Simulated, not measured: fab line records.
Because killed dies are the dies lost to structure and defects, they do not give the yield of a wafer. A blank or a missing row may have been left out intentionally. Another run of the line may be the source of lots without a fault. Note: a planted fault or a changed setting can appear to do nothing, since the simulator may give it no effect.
A struck lot beside a sound one | flow sky130 | 16 out of 708 route steps
Sound: the wafers L547.2, L547.3, L547.5. Struck: wafers L535.1, L535.4, L535.5. The cause is given at the end.
Order at every step that has rows: each side's tool, ch and its chambers, its first start. Under that, the readings that differ: sound wafers | struck wafers | difference of the means | sigmas: that difference in standard deviations of wafers without a fault.
alike: readings with means less than 2 such deviations apart, plus words and numbers identical on both sides. not compared: withheld readings, readings lacking a value on some wafer, bounds such as >300 that could conceal the same value, and numbers that have no deviation in the record and whose values overlap.
Wherever a step has rows on one side only, a row that says differs or no value, or a row with sigmas, the two part there. When numbers do not overlap yet have no deviation, they are printed without sigmas and do not part them. A reading that every wafer of one side lacks parts them only if that side has two wafers or more.

first, 5 steps without rows for these wafers: SKY_SONOS_TUNNEL_COAT_02 (resist thk 1140 nm); SKY_SONOS_TUNNEL_SOFTBAKE_03 (time 60 s); SKY_SONOS_TUNNEL_EXPOSE_04 (exposes mask TUNM, target cd 410 nm); SKY_SONOS_TUNNEL_PEB_05; SKY_SONOS_TUNNEL_DEVELOP_06 (develop time 60 s).
SKY_SONOS_TUNNEL_CD_MEAS_07: target cd 410 nm.
  sound on cd_sem-01 at day 18 00:31; struck on cd_sem-01 at day 13 23:10
  alike: cd_nm
SKY_SONOS_TUNNEL_OVL_MEAS_08:
  sound on overlay-01 at day 18 00:37; struck on overlay-02 at day 13 23:17
  alike: SONOS_TUNNEL_OVL
then, 3 steps without rows for these wafers: SKY_SONOS_TUNNEL_IMPLANT_09; SKY_SONOS_TUNNEL_WET_ETCH_10 (etches SiO2 in dHF, target depth 14 nm, time 280 s); SKY_SONOS_TUNNEL_STRIP_11 (strips in SPM, time 600 s).
SKY_SONOS_TUNNEL_TW_MEAS_12:
  sound on film_metro-01 at day 18 01:04; struck on film_metro-03 at day 13 23:55
  alike: SONOS_TUNNEL_TW
then, 1 step without rows for these wafers: SKY_SONOS_TUNNEL_CLEAN_13 (cleans in dHF, time 20 s).
SKY_SONOS_ONO_OXIDATION_00: stabilise 600 s, purge 300 s, target thk 2.6 nm.
  sound on furnace-01 ch 0, day 18 01:24; struck on furnace-02 ch 0, day 14 00:28
  reading                                          | sound             | struck            | difference | sigmas
  spike_tc_centre_C (C)                            | 801.4 801.6 800.7 | 797.1 796.5 798.0 | -4.0       | -4
  spike_tc_top_C (C)                               | 811.0 809.5 808.8 | 806.6 806.8 805.9 | -3.3       | -3
  spike_tc_upper_C (C)                             | 800.6 799.8 801.1 | 834.7 832.1 834.0 | +33.1      | +21
  zone_power_centre_pct (%)                        | 16.7 16.9 16.7    | 8.9 9.0 8.8       | -7.9       | -5
  zone_power_top_pct (%)                           | 24.5 24.9 24.7    | 20.0 19.9 20.0    | -4.7       | -6
  zone_power_upper_pct (%)                         | 12.1 12.0 12.0    | 23.5 23.5 23.8    | +11.6      | +21
  model.SiO2_of_SONOS_ONO_OXIDATION_00.thk_nm (nm) | 2.569 2.571 2.59  | 2.702 2.833 2.925 | +0.243     |
SKY_SONOS_ONO_THK_MEAS_01:
  sound on film_metro-01 at day 18 02:46; struck on film_metro-01 at day 14 01:49
  reading                      | sound          | struck         | difference | sigmas
  SONOS_ONO_OXIDATION_THK (nm) | 2.55 2.55 2.53 | 2.72 2.88 2.96 | +0.31      | +6
then, 1 step without rows for these wafers: SKY_SONOS_ONO_CVD_02 (deposits Si3N4 from DCS/NH3, target thk 10.5 nm, time 180 s).
-- here the record skips 34 days between the struck wafers' starts before and after, leaving off in module SONOS_ONO and picking up in module PAD_OPEN (first step shown: number 708 of the route) --
SKY_PAD_OPEN_PROBE_99:
  sound on prober-01 at day 50 09:11; struck on prober-01 at day 47 17:33
  reading                              | sound                | struck               | difference | sigmas
  model.etest.sonos_erased.drive_ua_um | 187.5 194.3 202      | 174.9 153.3 143.2    | -37.5      |
  model.etest.cap_ono.gate_log10_a_cm2 | -7.827 -8.029 -7.911 | -8.03 -8.123 -8.165  | -0.18      |
  model.etest.sonos_erased.vt_v (V)    | -2.309 -2.272 -2.312 | -2.213 -2.097 -2.002 | +0.194     |
  alike: killed_at_M0_to_M3, killed_at_M4_up, killed_at_contacts, killed_at_front_end, killed_at_other, killed_dies, killed_on_rim, killed_open, killed_short
  not compared: model.etest.cap_ono.tox_acc_nm, model.etest.sonos_programmed.vt_v, model.etest.sonos_baked.vt_less_v

== WHERE THEY PART ==
First at SKY_SONOS_ONO_OXIDATION_00; last, within this record, at SKY_SONOS_ONO_THK_MEAS_01. Later steps at which nothing parts them and some readings are alike: SKY_PAD_OPEN_PROBE_99.

WHY: the cause the simulator had injected
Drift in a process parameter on furnace-02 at SKY_SONOS_ONO_OXIDATION_00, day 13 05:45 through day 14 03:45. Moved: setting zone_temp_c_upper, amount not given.
